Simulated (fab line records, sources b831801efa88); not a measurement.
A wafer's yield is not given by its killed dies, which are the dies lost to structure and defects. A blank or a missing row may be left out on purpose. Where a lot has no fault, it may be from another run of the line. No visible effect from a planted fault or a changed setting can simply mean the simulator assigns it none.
fab line records | flow sky130
record: lots: 6 | wafers: 18 | last_day: 50
route steps=708 shown VIA1@466 PAD_OPEN@708
lots that met no fault: from a run of the same line without faults
start_h: the number of hours between the record's first day and the start of the first shown wafer of the lot | wait_h: how many hours have passed since the lot's step before this one | " as in the row above | L1.1+2: a single row standing in for several wafers | - no value, or no start given | * or withheld: withheld | < > ~ a bound
route shown NAME@n: NAME is a module with steps in the file, n the number in the route of the first one | usual: mean/standard deviation of fault-free wafers | same: alike in all rows | chamber/n: place in a boat | sites: readings site by site | _std_site: standard deviation across them | _edge_site: the outer-site mean with the inner-site mean subtracted | radius_mm: how far each site lies from the wafer's centre | mask NAME#n: copy n | behind: tool/chamber where the wafer was last shaped | hold: the reason the lot was held/the length of the hold in hours/how it ended | device: whichever transistor did not switch (one of n, p or np) | end of line: at the end of the route, the tests of the same wafers | where a step has no rows: the recipe by itself | killed: at the first sort, the dies lost to defects and structure; wafer yield is something else | map: a wafer's dies, marking killed ones x, the rest . and places with no die _
set.NAME: setting as actually run; set.NAME@STEP: the setting as run at that earlier step | model.NAME: the simulator's own value behind a step, which no gauge read
a table for each step, a row for each wafer; lots at some steps of the route
services: when a tool's chamber went out of use (start_h, in hours from the record's first day, below 0 if earlier), for how many hours, and the reason
== steps ==
step: SKY_VIA1_SOFTBAKE_08
recipe: temp_c: 100 | time_s: 90 | resist: KrF-thick
step: SKY_VIA1_EXPOSE_09
recipe: mask_id: VIM | na: 0.8 | source_shape: annular | sigma_inner: 0.55 | sigma_outer: 0.85 | target_cd_nm: 150 | dose_mj: 38
step: SKY_VIA1_PEB_10
recipe: peb_temp_c: withheld | peb_time_s: withheld | resist: KrF-thick
step: SKY_VIA1_DEVELOP_11
recipe: develop_time_s: 60 | resist: KrF-thick | dev_temp_c: 21
step: SKY_VIA1_CD_MEAS_12
recipe: target_cd_nm: 150
usual: cd_nm: 150.0/2.1
lot.wafer | tool      | chamber | start_h | wait_h | cd_nm
L486.1    | cd_sem-02 | -       | 790.91  | -      | 149.9
L486.3    | "         | -       | "       | "      | 148.8
L486.6    | "         | -       | "       | "      | 148.8
L488.1    | cd_sem-01 | -       | 803.58  | -      | 146.0
L488.3    | "         | -       | "       | "      | 147.4
L488.6    | "         | -       | "       | "      | 147.0
L497.3    | cd_sem-01 | -       | 889.72  | -      | 153.5
L497.4    | "         | -       | "       | "      | 152.5
L497.5    | "         | -       | "       | "      | 154.4
L501.3    | cd_sem-01 | -       | 917.35  | -      | 148.9
L501.4    | "         | -       | "       | "      | 148.3
L501.5    | "         | -       | "       | "      | 149.7
L508.1    | cd_sem-02 | -       | 958.59  | -      | 148.7
L508.5    | "         | -       | "       | "      | 148.4
L508.6    | "         | -       | "       | "      | 149.4
L509.2    | cd_sem-02 | -       | 960.73  | -      | 146.7
L509.4    | "         | -       | "       | "      | 148.1
L509.6    | "         | -       | "       | "      | 148.2
step: SKY_VIA1_OVL_MEAS_13
usual: VIA1_OVL: -1/4.7
lot.wafer | tool       | chamber | start_h | wait_h | VIA1_OVL[nm]
L486.1    | overlay-02 | -       | 791.03  | 0.1    | -1
L486.3    | "          | -       | "       | "      | -6
L486.6    | "          | -       | "       | "      | -1
L488.1    | overlay-02 | -       | 803.70  | 0.1    | 1
L488.3    | "          | -       | "       | "      | -1
L488.6    | "          | -       | "       | "      | -10
L497.3    | overlay-01 | -       | 889.81  | 0.1    | 1
L497.4    | "          | -       | "       | "      | 0
L497.5    | "          | -       | "       | "      | -1
L501.3    | overlay-01 | -       | 917.44  | 0.1    | 6
L501.4    | "          | -       | "       | "      | -2
L501.5    | "          | -       | "       | "      | 8
L508.1    | overlay-02 | -       | 958.71  | 0.1    | -3
L508.5    | "          | -       | "       | "      | -1
L508.6    | "          | -       | "       | "      | -1
L509.2    | overlay-01 | -       | 960.84  | 0.1    | -1
L509.4    | "          | -       | "       | "      | -3
L509.6    | "          | -       | "       | "      | 2
step: SKY_VIA1_ETCH_14
recipe: chemistry: N2/H2 | target: BARC | ion_energy_ev: 200 | source_w: 500 | bias_w: 100 | pressure_mtorr: 30 | n2_flow_sccm: 100 | h2_flow_sccm: 200 | stop_on: SiO2 | time_s: 45.9 | target_depth_a: 600
usual: drypump_motor_current_A: 5.3/0.39 | oes_product_au: 0.854/0.0043 | rf_fwd_power_W: 494.6/2.3 | throttle_valve_pct: 13.224/0.0095
lot.wafer | tool        | chamber | start_h | wait_h | drypump_motor_current_A | oes_product_au | rf_fwd_power_W | rf_hours_counter_h | throttle_valve_pct
L486.1    | rie_diel-01 | 3       | 791.06  | 0.0    | 5.5                     | 0.860          | 501.0          | 5                  | 13.241
L486.3    | "           | 1       | "       | "      | 5.7                     | 0.853          | 496.3          | 24                 | 13.225
L486.6    | "           | 2       | "       | "      | 4.8                     | 0.843          | 496.2          | -                  | 13.239
L488.1    | rie_diel-04 | 2       | 803.74  | 0.0    | 4.9                     | 0.852          | 496.3          | 23                 | 13.229
L488.3    | "           | 0       | "       | "      | 5.4                     | 0.847          | 491.2          | 1                  | 13.219
L488.6    | "           | 0       | "       | "      | 5.5                     | 0.856          | 493.6          | -                  | 13.205
L497.3    | rie_diel-04 | 0       | 889.83  | 0.0    | 5.4                     | 0.857          | 490.5          | 4                  | 13.231
L497.4    | "           | 1       | "       | "      | 5.0                     | 0.856          | 494.8          | -                  | 13.220
L497.5    | "           | 0       | "       | "      | 5.5                     | 0.852          | 494.6          | -                  | 13.222
L501.3    | rie_diel-01 | 3       | 917.46  | 0.0    | 5.5                     | 0.853          | 494.5          | 10                 | 13.224
L501.4    | "           | 0       | "       | "      | 5.8                     | 0.847          | 492.2          | -                  | 13.213
L501.5    | "           | 3       | "       | "      | 5.5                     | 0.851          | 493.4          | -                  | 13.225
L508.1    | rie_diel-04 | 2       | 958.74  | 0.0    | 4.9                     | 0.854          | 497.2          | 3                  | 13.221
L508.5    | "           | 1       | "       | "      | 5.0                     | 0.859          | 493.4          | -                  | 13.218
L508.6    | "           | 2       | "       | "      | 4.9                     | 0.851          | 498.8          | -                  | 13.212
L509.2    | rie_diel-01 | 2       | 960.87  | 0.0    | 4.8                     | 0.864          | 496.5          | 4                  | 13.217
L509.4    | "           | 3       | "       | "      | 5.5                     | 0.858          | 496.1          | 10                 | 13.231
L509.6    | "           | 2       | "       | "      | 4.8                     | 0.851          | 495.6          | -                  | 13.222
step: SKY_VIA1_ETCH_15
recipe: target: SiO2 | chemistry: C4F8/O2/Ar | target_depth_nm: 351 | stop_on: TiN | mask_material: KrF-thick | source_w: 1500 | bias_w: 1238 | pressure_mtorr: 40 | c4f8_flow_sccm: withheld | O2_flow_sccm: 6 | Ar_flow_sccm: 300 | time_s: 54
usual: oes_product_au: 0.983/0.0051 | rf_fwd_power_W: 1485/5.9
lot.wafer | tool        | chamber | start_h | wait_h | oes_product_au | rf_fwd_power_W | rf_hours_counter_h
L486.1    | rie_diel-01 | 3       | 791.11  | 0.0    | 0.985          | 1482           | 5
L486.3    | "           | 1       | "       | "      | 0.984          | 1487           | 24
L486.6    | "           | 2       | "       | "      | 0.988          | 1495           | -
L488.1    | rie_diel-04 | 2       | 803.78  | 0.0    | 0.986          | 1487           | 23
L488.3    | "           | 0       | "       | "      | 0.990          | 1491           | 1
L488.6    | "           | 0       | "       | "      | 0.976          | 1483           | -
L497.3    | rie_diel-04 | 0       | 889.88  | 0.0    | 0.983          | 1479           | 4
L497.4    | "           | 1       | "       | "      | 0.984          | 1472           | -
L497.5    | "           | 0       | "       | "      | 0.984          | 1490           | -
L501.3    | rie_diel-01 | 3       | 917.51  | 0.0    | 0.986          | 1493           | 10
L501.4    | "           | 0       | "       | "      | 0.975          | 1491           | -
L501.5    | "           | 3       | "       | "      | 0.984          | 1489           | -
L508.1    | rie_diel-04 | 2       | 958.78  | 0.0    | 0.978          | 1488           | 3
L508.5    | "           | 1       | "       | "      | 0.994          | 1482           | -
L508.6    | "           | 2       | "       | "      | 0.976          | 1487           | -
L509.2    | rie_diel-01 | 2       | 960.91  | 0.0    | 0.990          | 1485           | 4
L509.4    | "           | 3       | "       | "      | 0.986          | 1490           | 10
L509.6    | "           | 2       | "       | "      | 0.981          | 1488           | -
step: SKY_VIA1_STRIP_16
recipe: chemistry: O2/N2 | power_w: 1400 | pressure_mtorr: 1500 | platen_temp_c: withheld | o2_flow_sccm: 3000 | n2_flow_sccm: 300 | overash_fraction: 0.5
usual: drypump_motor_current_A: 5.7/0.41 | oes_product_au: 0.415/0.0046 | strip_time_to_endpoint_s: 4.441/0.024
lot.wafer | tool            | chamber | start_h | wait_h | drypump_motor_current_A | oes_product_au | rf_hours_counter_h | strip_time_to_endpoint_s
L486.1    | plasma_asher-03 | 1       | 791.15  | 0.0    | 5.7                     | 0.412          | 66                 | 4.446
L486.3    | "               | 1       | "       | "      | 5.7                     | 0.408          | -                  | 4.453
L486.6    | "               | 1       | "       | "      | 5.7                     | 0.431          | -                  | 4.458
L488.1    | plasma_asher-03 | 1       | 803.83  | 0.0    | 5.7                     | 0.414          | 67                 | 4.444
L488.3    | "               | 1       | "       | "      | 5.7                     | 0.411          | -                  | 4.450
L488.6    | "               | 1       | "       | "      | 5.7                     | 0.406          | -                  | 4.434
L497.3    | plasma_asher-02 | 0       | 889.96  | 0.1    | 6.3                     | 0.410          | -                  | 4.422
L497.4    | "               | 1       | "       | "      | 5.4                     | 0.417          | -                  | 4.410
L497.5    | "               | 1       | "       | "      | 5.4                     | 0.410          | -                  | 4.416
L501.3    | plasma_asher-04 | 1       | 917.59  | 0.1    | 5.0                     | 0.411          | -                  | 4.427
L501.4    | "               | 0       | "       | "      | 5.9                     | 0.422          | -                  | 4.457
L501.5    | "               | 0       | "       | "      | 5.9                     | 0.413          | -                  | 4.401
L508.1    | plasma_asher-02 | 0       | 958.83  | 0.0    | 6.3                     | 0.402          | 50                 | 4.402
L508.5    | "               | 1       | "       | "      | 5.4                     | 0.419          | -                  | 4.406
L508.6    | "               | 0       | "       | "      | 6.3                     | 0.417          | -                  | 4.417
L509.2    | plasma_asher-02 | 0       | 960.95  | 0.0    | 6.3                     | 0.417          | 50                 | 4.454
L509.4    | "               | 0       | "       | "      | 6.3                     | 0.410          | -                  | 4.428
L509.6    | "               | 0       | "       | "      | 6.3                     | 0.417          | -                  | 4.426
step: SKY_VIA1_STRIP_17
recipe: chemistry: post_etch_residue_remover | time_s: 1200 | temp_c: 72.5
step: SKY_VIA1_CLEAN_18
recipe: chemistry: IPA | time_s: 180 | temp_c: 25
step: SKY_VIA1_CLEAN_19
recipe: chemistry: O3/DIW | dry: n2_spin
step: SKY_VIA1_SPUTTER_20
recipe: material: TiN | target_thk_nm: 20 | chamber_pressure_pa: 5 | power_w: 4000 | time_s: 80
usual: cathode_dc_power_W: 4000.0/0.6 | throttle_valve_pct: 29.6/0.83
lot.wafer | tool           | chamber | start_h | wait_h | cathode_dc_power_W | throttle_valve_pct | model.TiN_of_VIA1_SPUTTER_20.thk_nm
L486.1    | pvd_sputter-03 | -       | 791.74  | 0.0    | 4000.4             | 29.4               | 19.99
L486.3    | "              | -       | "       | "      | 3999.7             | 30.7               | 20.18
L486.6    | "              | -       | "       | "      | 3999.7             | 30.9               | 20.03
L488.1    | pvd_sputter-04 | -       | 804.42  | 0.0    | 4000.8             | 30.1               | 20.03
L488.3    | "              | -       | "       | "      | 3999.5             | 28.1               | 20.03
L488.6    | "              | -       | "       | "      | 4000.4             | 30.9               | 19.67
L497.3    | pvd_sputter-03 | -       | 890.60  | 0.0    | 4000.6             | 29.1               | 19.95
L497.4    | "              | -       | "       | "      | 3999.7             | 29.6               | 20
L497.5    | "              | -       | "       | "      | 3450.6             | 30.9               | 17.46
L501.3    | pvd_sputter-03 | -       | 918.15  | 0.0    | 3999.4             | 29.2               | 20.14
L501.4    | "              | -       | "       | "      | 4000.5             | 29.9               | 19.91
L501.5    | "              | -       | "       | "      | 3449.1             | 31.1               | 17.08
L508.1    | pvd_sputter-02 | -       | 959.42  | 0.0    | 3999.0             | 28.7               | 19.9
L508.5    | "              | -       | "       | "      | 4000.5             | 28.9               | 19.89
L508.6    | "              | -       | "       | "      | 4001.0             | 29.4               | 19.66
L509.2    | pvd_sputter-04 | -       | 961.55  | 0.0    | 4000.9             | 28.3               | 20.19
L509.4    | "              | -       | "       | "      | 4001.0             | 30.8               | 20.01
L509.6    | "              | -       | "       | "      | 3999.1             | 30.8               | 20.13
step: SKY_VIA1_CVD_21
recipe: material: W | target_thk_nm: 270 | time_s: 80.902 | temp_c: 400 | pressure_torr: 40
usual: heater_power_outer_w: 541/33 | heater_power_w: 880/55
lot.wafer | tool     | chamber | start_h | wait_h | heater_power_outer_w | heater_power_w
L486.1    | cvd_w-02 | 0       | 791.81  | 0.0    | 543                  | 843
L486.3    | "        | 0       | "       | "      | 563                  | 862
L486.6    | "        | 1       | "       | "      | 492                  | 807
L488.1    | cvd_w-01 | 1       | 804.48  | 0.0    | 585                  | 888
L488.3    | "        | 1       | "       | "      | 584                  | 884
L488.6    | "        | 1       | "       | "      | 569                  | 920
L497.3    | cvd_w-02 | 0       | 890.69  | 0.1    | 559                  | 839
L497.4    | "        | 1       | "       | "      | 493                  | 812
L497.5    | "        | 0       | "       | "      | 567                  | 847
L501.3    | cvd_w-02 | 0       | 918.24  | 0.1    | 567                  | 841
L501.4    | "        | 1       | "       | "      | 483                  | 843
L501.5    | "        | 0       | "       | "      | 561                  | 835
L508.1    | cvd_w-02 | 1       | 959.48  | 0.0    | 487                  | 829
L508.5    | "        | 1       | "       | "      | 488                  | 839
L508.6    | "        | 0       | "       | "      | 557                  | 840
L509.2    | cvd_w-02 | 1       | 961.61  | 0.0    | 485                  | 812
L509.4    | "        | 1       | "       | "      | 492                  | 818
L509.6    | "        | 1       | "       | "      | 482                  | 817
step: SKY_PAD_OPEN_PROBE_99
usual: defect_limited_yield: 82.4/1.7 | killed_at_M0_to_M3: 44/6.9 | killed_at_M4_up: 3.3/1.7 | killed_at_contacts: 24/4.7 | killed_at_front_end: 15/4.5 | killed_at_other: 0.2/0.49 | killed_dies: 86/8.4 | killed_open: 47/6.5 | killed_short: 39/6 | sort_bin_3_pad_short: 0.9/0.4 | sort_bin_5_function: 10.4/1.5 | sort_bin_6_memory: 6.3/1 | sort_n_pass: 406/8.4 | sort_yield_pct: 82.4/1.7
same: gross_dies: 492 | killed_at_back_side: 0 | sort_bin_4_leakage[%]: 0 | sort_bin_8_speed[%]: 0
lot.wafer | tool      | chamber | start_h | wait_h | defect_limited_yield[%] | killed_at_M0_to_M3 | killed_at_M4_up | killed_at_contacts | killed_at_front_end | killed_at_other | killed_dies | killed_open | killed_short | sort_bin_3_pad_short[%] | sort_bin_5_function[%] | sort_bin_6_memory[%] | sort_n_pass | sort_yield_pct[%]
L488.1    | prober-02 | -       | 1080.67 | 0.1    | 83.5                    | 44                 | 4               | 25                 | 8                   | 0               | 81          | 44          | 37           | 1.2                     | 11.0                   | 4.3                  | 411         | 83.5
L488.3    | prober-02 | -       | 1080.77 | 0.2    | 82.1                    | 49                 | 4               | 24                 | 11                  | 0               | 88          | 56          | 32           | 0.4                     | 9.1                    | 8.3                  | 404         | 82.1
L488.6    | prober-02 | -       | 1080.92 | 0.2    | 82.3                    | 49                 | 6               | 21                 | 11                  | 0               | 87          | 41          | 46           | 1.4                     | 10.6                   | 5.7                  | 405         | 82.3
L501.3    | prober-01 | -       | 1165.94 | 0.2    | 83.5                    | 47                 | 1               | 15                 | 17                  | 1               | 81          | 40          | 41           | 0.6                     | 10.4                   | 5.5                  | 411         | 83.5
L501.4    | prober-01 | -       | 1165.99 | 0.2    | 81.1                    | 50                 | 5               | 24                 | 14                  | 0               | 93          | 52          | 41           | 0.8                     | 11.8                   | 6.3                  | 399         | 81.1
L501.5    | prober-01 | -       | 1166.04 | 0.2    | 81.7                    | 49                 | 3               | 26                 | 11                  | 1               | 90          | 49          | 41           | 1.0                     | 11.2                   | 6.1                  | 402         | 81.7
L508.1    | prober-02 | -       | 1195.47 | 0.1    | 83.1                    | 49                 | 3               | 19                 | 11                  | 1               | 83          | 49          | 34           | 0.8                     | 10.6                   | 5.5                  | 409         | 83.1
L508.5    | prober-02 | -       | 1195.67 | 0.2    | 83.9                    | 38                 | 3               | 28                 | 10                  | 0               | 79          | 40          | 39           | 0.8                     | 9.3                    | 5.9                  | 413         | 83.9
L508.6    | prober-02 | -       | 1195.72 | 0.2    | 80.7                    | 48                 | 4               | 26                 | 17                  | 0               | 95          | 55          | 40           | 1.0                     | 12.6                   | 5.7                  | 397         | 80.7
L509.2    | prober-01 | -       | 1196.93 | 0.1    | 80.1                    | 52                 | 2               | 28                 | 16                  | 0               | 98          | 59          | 39           | 1.2                     | 10.6                   | 8.1                  | 394         | 80.1
L509.4    | prober-01 | -       | 1197.03 | 0.2    | 81.5                    | 51                 | 5               | 21                 | 14                  | 0               | 91          | 53          | 38           | 1.0                     | 10.6                   | 6.9                  | 401         | 81.5
L509.6    | prober-01 | -       | 1197.13 | 0.2    | 80.9                    | 54                 | 7               | 15                 | 17                  | 1               | 94          | 38          | 56           | 0.8                     | 11.0                   | 7.3                  | 398         | 80.9
killed by level:class
L488.1 VIA1:geometric_particle:open=12 LI_CONTACT:geometric_particle:open=9 METAL2:geometric_particle:short=9 VIA3:geometric_particle:open=7 CONTACT:geometric_particle:open=6 LI_CONTACT:geometric_particle:short=4 VIA1:geometric_particle:short=4 FIELD_ISO:geometric_particle:open=3
L488.3 VIA1:geometric_particle:open=15 LI_CONTACT:geometric_particle:open=9 VIA2:geometric_particle:open=9 CONTACT:geometric_particle:open=6 VIA3:geometric_particle:open=6 LOCAL_INTERCONNECT:geometric_particle:short=5 FIELD_ISO:geometric_particle:short=4 POLY_GATE:geometric_particle:open=4
L488.6 VIA1:geometric_particle:open=13 VIA1:geometric_particle:short=8 CONTACT:geometric_particle:open=7 VIA2:geometric_particle:open=6 METAL1:geometric_particle:short=5 VIA3:geometric_particle:open=5 METAL4:geometric_particle:short=5 FIELD_ISO:geometric_particle:short=4
L501.3 VIA1:geometric_particle:open=17 POLY_GATE:geometric_particle:short=7 LOCAL_INTERCONNECT:geometric_particle:short=5 METAL1:geometric_particle:short=5 VIA1:geometric_particle:short=5 METAL2:geometric_particle:short=5 VIA2:geometric_particle:open=4 VIA3:geometric_particle:open=4
L501.4 VIA1:geometric_particle:open=17 LOCAL_INTERCONNECT:geometric_particle:short=9 VIA2:geometric_particle:open=8 VIA3:geometric_particle:open=7 METAL2:geometric_particle:short=5 METAL4:geometric_particle:short=5 POLY_GATE:geometric_particle:open=4 LI_CONTACT:geometric_particle:open=4
L501.5 VIA1:geometric_particle:open=11 VIA3:geometric_particle:open=9 CONTACT:geometric_particle:open=8 VIA1:geometric_particle:short=7 LI_CONTACT:geometric_particle:open=6 LOCAL_INTERCONNECT:geometric_particle:short=5 CONTACT:geometric_particle:short=4 METAL2:geometric_particle:short=4
L508.1 VIA1:geometric_particle:open=11 LI_CONTACT:geometric_particle:open=7 CONTACT:geometric_particle:open=7 VIA2:geometric_particle:open=5 VIA3:geometric_particle:open=5 METAL2:geometric_particle:short=4 METAL1:geometric_particle:short=4 VIA3:geometric_particle:short=4
L508.5 VIA1:geometric_particle:open=9 CONTACT:geometric_particle:open=8 LI_CONTACT:geometric_particle:open=7 METAL3:geometric_particle:short=7 LI_CONTACT:geometric_particle:short=6 METAL2:geometric_particle:short=6 METAL1:geometric_particle:short=5 VIA2:geometric_particle:open=4
L508.6 VIA1:geometric_particle:open=17 LOCAL_INTERCONNECT:geometric_particle:short=7 CONTACT:geometric_particle:open=7 VIA3:geometric_particle:open=6 LI_CONTACT:geometric_particle:open=5 METAL1:geometric_particle:short=5 METAL3:geometric_particle:short=5 SPACER:geometric_particle:open=4
L509.2 VIA1:geometric_particle:open=17 CONTACT:geometric_particle:open=11 VIA2:geometric_particle:open=8 POLY_GATE:geometric_particle:short=7 VIA3:geometric_particle:open=7 CONTACT:geometric_particle:short=6 VIA1:geometric_particle:short=6 LI_CONTACT:geometric_particle:short=5
L509.4 VIA2:geometric_particle:open=10 VIA3:geometric_particle:open=10 VIA1:geometric_particle:open=9 CONTACT:geometric_particle:open=8 VIA1:geometric_particle:short=7 POLY_GATE:geometric_particle:short=4 FIELD_ISO:geometric_particle:open=4 METAL1:geometric_particle:open=4
L509.6 VIA1:geometric_particle:open=8 METAL2:geometric_particle:short=8 METAL1:geometric_particle:short=8 METAL3:geometric_particle:short=7 METAL4:geometric_particle:short=6 VIA2:geometric_particle:short=6 POLY_GATE:geometric_particle:open=5 CONTACT:geometric_particle:open=5
== services ==
tool            | chamber | start_h | hours | kind
plasma_asher-03 | -       | 778.02  | 0.7   | repair
cvd_w-01        | -       | 781.11  | 1.2   | repair
rie_diel-04     | -       | 783.03  | 0.3   | repair
cvd_w-01        | -       | 786.37  | 6.0   | pm
rie_diel-01     | 2       | 801.66  | -     | clean
rie_diel-01     | 2       | 801.66  | 16.1  | scheduled_down
rie_diel-01     | 2       | 801.66  | 16.1  | vent_cycle
pvd_sputter-04  | -       | 806.81  | 2.7   | repair
rie_diel-01     | -       | 834.08  | 14.6  | pm
pvd_sputter-03  | -       | 848.06  | 4.5   | repair
cvd_w-01        | -       | 849.47  | 2.8   | pm
rie_diel-01     | 0       | 865.36  | -     | clean
pvd_sputter-03  | -       | 868.07  | 4.1   | repair
rie_diel-04     | -       | 870.38  | 1.7   | repair
cvd_w-02        | 0       | 881.33  | 4.3   | repair
cvd_w-02        | 1       | 883.01  | 4.0   | repair
rie_diel-04     | 2       | 886.15  | 7.7   | repair
rie_diel-01     | 1       | 888.23  | 8.4   | repair
cvd_w-02        | -       | 904.00  | 14.0  | pm
rie_diel-01     | -       | 917.74  | 29.6  | repair
rie_diel-04     | 0       | 918.81  | 9.9   | repair
cvd_w-01        | -       | 921.03  | 6.9   | pm
rie_diel-04     | -       | 921.33  | 0.3   | repair
rie_diel-04     | 3       | 935.64  | 4.5   | repair
== key ==
first_sign: step: SKY_VIA1_SPUTTER_20 | reading: cathode_dc_power_W | direction: down | sigmas: 99+ | usual: 4000.0 | struck: 3449.8
effect none on later readings
model_effect: step: SKY_VIA1_SPUTTER_20 | value: TiN_of_VIA1_SPUTTER_20.thk_nm | without: 20.02 | struck: 17.27
met_at SKY_VIA1_SPUTTER_20
struck_wafers L497.5,L501.5
onset_between 791.74 890.60
fault: kind: process_parameter_drift | tool: pvd_sputter-03 | chamber: - | onset_h: 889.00 | steps: SKY_VIA1_SPUTTER_20 | channel: power_w | offset: * | shape: step | end_h: 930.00 | acts_in: * | stated: * | scope: struck_wafers_only
